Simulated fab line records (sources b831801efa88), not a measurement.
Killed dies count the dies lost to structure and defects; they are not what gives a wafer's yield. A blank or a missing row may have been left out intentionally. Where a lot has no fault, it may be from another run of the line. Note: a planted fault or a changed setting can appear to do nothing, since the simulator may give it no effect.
fab line records	flow gf180mcu
record lots=13	wafers=39	last-day=35
route steps=602 shown VT_IMPLANT@120 HV_LDD@223 CONTACT@289
lots that met no fault: taken from a fault-free run of the same line
start-h: hours from the record's first day to the start of the lot's first wafer shown	wait-h: how many hours have passed since the lot's step before this one	" repeats the value in the row above	L1.1+2: one row covering several wafers at once	- value missing, or start not given	* or withheld: withheld	< > ~ a bound
route shown NAME@n: names a module that has steps shown in the file, with the first one's number in the route	usual: mean and standard deviation over wafers with no fault	same: alike in all rows	chamber/n: place in a boat	sites: readings site by site	_std_site: standard deviation of those values	_edge_site: outer sites' mean less inner sites'	radius-mm: how far each site lies from the wafer's centre	mask NAME#n: copy n	behind: the most recent tool/chamber to have shaped the wafer	hold: what put the lot on hold/how long, in hours/how the hold closed	device: whichever transistor did not switch (one of n, p or np)	end of line: the same wafers' tests at the end of the route	a step given without rows: its recipe and nothing more	killed: not the wafer's yield, but the dies lost to structure and defects at the first sort	map: per-die view of a wafer (x killed, . not killed, _ where there is no die)
set.NAME: the setting that was run; set.NAME@STEP: the one run at that earlier step	model.NAME: the simulator's own value behind a step, which no gauge read
route steps across a sampled set of lots; one table per step, one row per wafer
services: from which hour (start-h, from the record's first day; less than 0 if before it) a tool's chamber was out of use, for how many hours, and why
## steps
# step GF_VT_IMPLANT_IMPLANT_30
# recipe species=B	energy-kev=25	dose-cm2=2.534e+12	tilt-deg=7
# usual dose-ions-cm2=2.5343e+12/2.9e+09	faraday-current-uA=14.29/0.29
lot.wafer	tool	chamber	start-h	wait-h	dose-ions-cm2	faraday-current-uA
L629.2	implanter-04	0	143.69	0.0	2.5343e+12	14.44
L629.4	"	0	"	"	2.5338e+12	14.13
L629.6	"	0	"	"	2.5335e+12	14.62
L630.1	implanter-02	0	149.94	0.0	2.5391e+12	14.66
L630.2	"	0	"	"	2.5357e+12	13.89
L630.6	"	0	"	"	2.5423e+12	14.20
L631.1	implanter-04	0	159.11	0.0	2.5318e+12	14.29
L631.3	"	0	"	"	2.5362e+12	13.95
L631.6	"	0	"	"	2.5329e+12	14.85
L632.3	implanter-04	0	162.14	0.1	2.5328e+12	13.70
L632.4	"	0	"	"	2.536e+12	13.94
L632.5	"	0	"	"	2.5339e+12	14.42
L633.1	implanter-01	0	170.46	0.0	2.5335e+12	14.05
L633.2	"	0	"	"	2.537e+12	14.20
L633.5	"	0	"	"	2.532e+12	14.18
L634.1	implanter-04	0	177.81	0.0	2.533e+12	13.95
L634.5	"	0	"	"	2.5369e+12	14.56
L634.6	"	0	"	"	2.5381e+12	14.30
L635.1	implanter-02	0	185.96	0.0	2.5365e+12	14.34
L635.2	"	0	"	"	2.5361e+12	13.85
L635.6	"	0	"	"	2.5373e+12	13.87
L636.1	implanter-04	0	193.01	0.0	2.5335e+12	13.94
L636.2	"	0	"	"	2.534e+12	13.90
L636.4	"	0	"	"	2.5377e+12	14.33
L641.1	implanter-02	0	221.26	0.0	4.0513e+12	22.91
L641.4	"	0	"	"	4.0509e+12	22.77
L641.5	"	0	"	"	4.0485e+12	22.84
L646.3	implanter-02	0	255.06	0.1	4.0497e+12	23.56
L646.4	"	0	"	"	4.0479e+12	22.85
L646.5	"	0	"	"	4.0533e+12	22.84
L647.1	implanter-04	0	258.99	0.0	2.5388e+12	14.31
L647.2	"	0	"	"	2.5338e+12	14.32
L647.4	"	0	"	"	2.5375e+12	14.05
L650.1	implanter-04	0	278.24	0.0	2.5347e+12	14.24
L650.2	"	0	"	"	2.5303e+12	13.81
L650.3	"	0	"	"	2.5388e+12	13.74
L652.2	implanter-04	0	294.58	0.0	2.5336e+12	14.40
L652.4	"	0	"	"	2.5368e+12	14.47
L652.6	"	0	"	"	2.5335e+12	13.95
# step GF_VT_IMPLANT_TW_MEAS_32
# usual VT_IMPLANT_3_TW=267.6/1.6
lot.wafer	tool	chamber	start-h	wait-h	VT_IMPLANT_3_TW
L629.2	film-metro-03	-	143.92	0.1	266.4
L629.4	"	-	"	"	266.4
L629.6	"	-	"	"	266.2
L630.1	film-metro-03	-	150.19	0.1	267.9
L630.2	"	-	"	"	267.2
L630.6	"	-	"	"	267.8
L631.1	film-metro-01	-	159.36	0.1	266.7
L631.3	"	-	"	"	266.1
L631.6	"	-	"	"	267.6
L632.3	film-metro-03	-	162.36	0.1	267.8
L632.4	"	-	"	"	268.2
L632.5	"	-	"	"	268.1
L633.1	film-metro-04	-	170.71	0.1	270.1
L633.2	"	-	"	"	268.3
L633.5	"	-	"	"	268.5
L634.1	film-metro-01	-	178.06	0.1	269.6
L634.5	"	-	"	"	269.3
L634.6	"	-	"	"	268.6
L635.1	film-metro-01	-	186.21	0.1	267.9
L635.2	"	-	"	"	269.4
L635.6	"	-	"	"	269.8
L636.1	film-metro-01	-	193.26	0.1	269.9
L636.2	"	-	"	"	269.5
L636.4	"	-	"	"	267.4
L641.1	film-metro-04	-	221.51	0.1	306.9
L641.4	"	-	"	"	307.8
L641.5	"	-	"	"	306.1
L646.3	film-metro-03	-	255.28	0.1	307.2
L646.4	"	-	"	"	305.8
L646.5	"	-	"	"	303.5
L647.1	film-metro-03	-	259.24	0.1	267.4
L647.2	"	-	"	"	265.8
L647.4	"	-	"	"	264.8
L650.1	film-metro-04	-	278.49	0.1	267.0
L650.2	"	-	"	"	267.4
L650.3	"	-	"	"	267.8
L652.2	film-metro-04	-	294.82	0.1	267.4
L652.4	"	-	"	"	267.5
L652.6	"	-	"	"	265.3
# step GF_HV_LDD_OVL_MEAS_47
# usual HV_LDD_03_OVL=-0.9/1.3
lot.wafer	tool	chamber	start-h	wait-h	HV_LDD_03_OVL[nm]
L629.2	overlay-02	-	275.45	0.1	-3.4
L629.4	"	-	"	"	-3.4
L629.6	"	-	"	"	-2.8
L630.1	overlay-02	-	285.54	0.1	-1.3
L630.2	"	-	"	"	0.0
L630.6	"	-	"	"	-0.2
L631.1	overlay-02	-	295.19	0.1	-1.2
L631.3	"	-	"	"	-2.5
L631.6	"	-	"	"	-1.2
L632.3	overlay-02	-	307.15	0.1	-0.7
L632.4	"	-	"	"	-1.6
L632.5	"	-	"	"	-2.2
L633.1	overlay-01	-	314.54	0.1	-2.5
L633.2	"	-	"	"	-0.6
L633.5	"	-	"	"	-1.5
L634.1	overlay-02	-	328.14	0.1	-3.1
L634.5	"	-	"	"	-1.7
L634.6	"	-	"	"	-3.3
L635.1	overlay-02	-	334.89	0.1	-0.9
L635.2	"	-	"	"	-1.2
L635.6	"	-	"	"	-0.3
L636.1	overlay-02	-	350.34	0.1	-0.8
L636.2	"	-	"	"	-1.3
L636.4	"	-	"	"	-1.3
L641.1	overlay-02	-	373.84	0.1	-2.2
L641.4	"	-	"	"	-2.0
L641.5	"	-	"	"	-0.8
L646.3	overlay-01	-	416.95	0.1	-1.5
L646.4	"	-	"	"	-1.3
L646.5	"	-	"	"	-0.7
L647.1	overlay-01	-	423.29	0.1	-1.6
L647.2	"	-	"	"	-1.6
L647.4	"	-	"	"	0.3
L650.1	overlay-02	-	443.64	0.1	-0.1
L650.2	"	-	"	"	1.6
L650.3	"	-	"	"	-1.3
L652.2	overlay-01	-	467.29	0.1	0.1
L652.4	"	-	"	"	1.1
L652.6	"	-	"	"	2.0
# step GF_CONTACT_CVD_02
# recipe material=SiO2	target-thk-nm=860	precursor=TEOS	temp-c=400	time-s=95.992	rf-w=600
# usual heater-power-w=701/110
lot.wafer	tool	chamber	start-h	wait-h	heater-power-w
L629.2	pecvd-01	1	342.93	0.0	584
L629.4	"	1	"	"	629
L629.6	"	0	"	"	757
L630.1	pecvd-04	0	355.11	0.1	607
L630.2	"	2	"	"	748
L630.6	"	1	"	"	717
L631.1	pecvd-02	2	364.85	0.1	776
L631.3	"	0	"	"	584
L631.6	"	2	"	"	810
L632.3	pecvd-04	2	377.72	0.0	680
L632.4	"	1	"	"	698
L632.5	"	0	"	"	576
L633.1	pecvd-01	2	385.61	0.1	787
L633.2	"	1	"	"	624
L633.5	"	2	"	"	858
L634.1	pecvd-01	1	400.20	0.1	625
L634.5	"	2	"	"	859
L634.6	"	0	"	"	831
L635.1	pecvd-04	0	408.97	0.1	607
L635.2	"	1	"	"	661
L635.6	"	1	"	"	713
L636.1	pecvd-04	2	426.28	0.1	760
L636.2	"	1	"	"	616
L636.4	"	0	"	"	576
L641.1	pecvd-02	1	450.81	0.1	745
L641.4	"	0	"	"	641
L641.5	"	1	"	"	816
L646.3	pecvd-02	2	494.53	0.0	733
L646.4	"	2	"	"	803
L646.5	"	1	"	"	823
L647.1	pecvd-02	1	501.66	0.1	828
L647.2	"	0	"	"	631
L647.4	"	2	"	"	642
L650.1	pecvd-01	0	522.49	0.1	707
L650.2	"	2	"	"	913
L650.3	"	1	"	"	574
L652.2	pecvd-04	2	543.38	0.0	647
L652.4	"	0	"	"	606
L652.6	"	2	"	"	704
# step GF_CONTACT_ETCH_16
# recipe chemistry=N2/H2	target-depth-a=withheld	overetch-a=withheld	time-s=withheld	target=BARC	ion-energy-ev=200	source-w=500	bias-w=100	pressure-mtorr=30	n2-flow-sccm=100	h2-flow-sccm=200
# usual drypump-motor-current-A=5.6/0.59	h2-flow-sccm=200.0/0.56	oes-product-au=0.854/0.0053	throttle-valve-pct=13.224/0.0095
lot.wafer	tool	chamber	start-h	wait-h	drypump-motor-current-A	h2-flow-sccm	oes-product-au	throttle-valve-pct
L629.2	rie-diel-01	2	365.32	0.0	5.5	199.8	0.853	13.237
L629.4	"	1	"	"	5.1	200.5	0.849	13.216
L629.6	"	2	"	"	5.5	200.0	0.855	13.210
L630.1	rie-diel-02	3	378.88	0.0	5.0	200.1	0.859	13.234
L630.2	"	0	"	"	5.0	199.8	0.851	13.221
L630.6	"	0	"	"	5.0	200.0	0.855	13.231
L631.1	rie-diel-02	3	387.88	0.0	4.9	200.8	0.858	13.229
L631.3	"	0	"	"	5.0	199.2	0.848	13.242
L631.6	"	0	"	"	5.0	199.6	0.846	13.238
L632.3	rie-diel-01	0	401.48	0.0	5.7	200.6	0.858	13.240
L632.4	"	1	"	"	5.0	200.7	0.851	13.226
L632.5	"	3	"	"	6.3	199.4	0.857	13.218
L633.1	rie-diel-02	1	409.48	0.0	5.7	201.3	0.857	13.240
L633.2	"	0	"	"	5.0	200.3	0.853	13.217
L633.5	"	3	"	"	5.0	200.2	0.857	13.235
L634.1	rie-diel-02	1	424.62	0.0	5.7	200.1	0.853	13.206
L634.5	"	0	"	"	5.0	200.3	0.862	13.227
L634.6	"	3	"	"	4.9	200.4	0.859	13.226
L635.1	rie-diel-01	3	434.13	0.0	6.4	199.5	0.855	13.224
L635.2	"	1	"	"	5.0	200.2	0.853	13.225
L635.6	"	1	"	"	5.0	201.1	0.856	13.229
L636.1	rie-diel-04	0	451.73	0.0	6.6	200.7	0.859	13.209
L636.2	"	1	"	"	5.1	199.9	0.861	13.242
L636.4	"	2	"	"	6.6	199.8	0.857	13.221
L641.1	rie-diel-04	1	475.82	0.0	5.0	199.6	0.854	13.212
L641.4	"	2	"	"	6.6	199.9	0.859	13.209
L641.5	"	1	"	"	5.1	199.6	0.854	13.217
L646.3	rie-diel-04	0	519.12	0.0	6.6	199.8	0.858	13.219
L646.4	"	2	"	"	6.6	199.9	0.848	13.237
L646.5	"	1	"	"	5.1	200.0	0.853	13.244
L647.1	rie-diel-02	3	525.07	0.0	5.0	200.4	0.852	13.225
L647.2	"	1	"	"	5.7	199.8	0.857	13.220
L647.4	"	2	"	"	5.4	200.0	0.854	13.220
L650.1	rie-diel-02	2	545.62	0.0	5.4	200.1	0.854	13.225
L650.2	"	3	"	"	5.0	200.9	0.858	13.217
L650.3	"	0	"	"	5.0	200.2	0.863	13.234
L652.2	rie-diel-04	3	566.67	0.0	5.5	200.0	0.857	13.240
L652.4	"	0	"	"	6.6	199.3	0.842	13.226
L652.6	"	1	"	"	5.1	199.0	0.872	13.227
## services
tool	chamber	start-h	hours	kind
pecvd-04	-	121.66	1.5	repair
rie-diel-02	-	122.19	4.7	repair
pecvd-01	-	124.60	0.7	repair
rie-diel-02	-	128.74	0.9	repair
rie-diel-02	3	141.03	8.7	repair
pecvd-04	1	147.10	6.7	repair
pecvd-02	-	160.62	14.0	pm
rie-diel-02	1	167.31	13.0	repair
rie-diel-02	-	184.94	40.4	repair
implanter-04	-	203.88	3.6	pm
pecvd-04	2	216.85	9.9	repair
pecvd-04	1	251.26	4.8	repair
implanter-04	-	255.42	3.2	repair
pecvd-04	-	308.35	4.3	pm
rie-diel-02	2	370.10	3.1	repair
pecvd-04	-	378.90	1.3	repair
implanter-04	-	395.31	64.0	pm
pecvd-04	-	419.75	3.0	repair
rie-diel-02	0	434.59	17.9	repair
implanter-04	-	491.69	1.5	repair
rie-diel-02	0	501.58	10.2	repair
implanter-04	-	502.10	1.6	repair
implanter-04	-	507.50	9.2	pm
rie-diel-02	1	527.36	6.2	repair
## key
first-sign step=GF_VT_IMPLANT_IMPLANT_30	reading=dose-ions-cm2	direction=up	sigmas=99+	usual=2.5343e+12	struck=4.0503e+12
effect step=GF_VT_IMPLANT_IMPLANT_30	reading=faraday-current-uA	direction=up	sigmas=30	usual=14.29	struck=22.96
effect step=GF_VT_IMPLANT_TW_MEAS_32	reading=VT_IMPLANT_3_TW	direction=up	sigmas=25	usual=267.6	struck=306.2
met-at GF_VT_IMPLANT_IMPLANT_30
struck-lots L641,L646
tester-left-out L641,L646
not-acting-at GF_HV_LDD_OVL_MEAS_47,GF_CONTACT_CVD_02,GF_CONTACT_ETCH_16
onset-between 185.96 221.26
fault kind=process-parameter-drift	tool=implanter-02	chamber=-	onset-h=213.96	steps=GF_VT_IMPLANT_IMPLANT_30	channel=dose-cm2	offset=1.5157e+12	shape=step	end-h=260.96	acts-in=these-recipes-only	stated=2.534e+12
# tester-left-out: of these lots the tester's yield and bins aren't shown, on N5 and GAA mostly nor the transistor test; their killed dies are dies lost to structure and defects alone, not to doping, threshold or leakage, so they don't give the yield
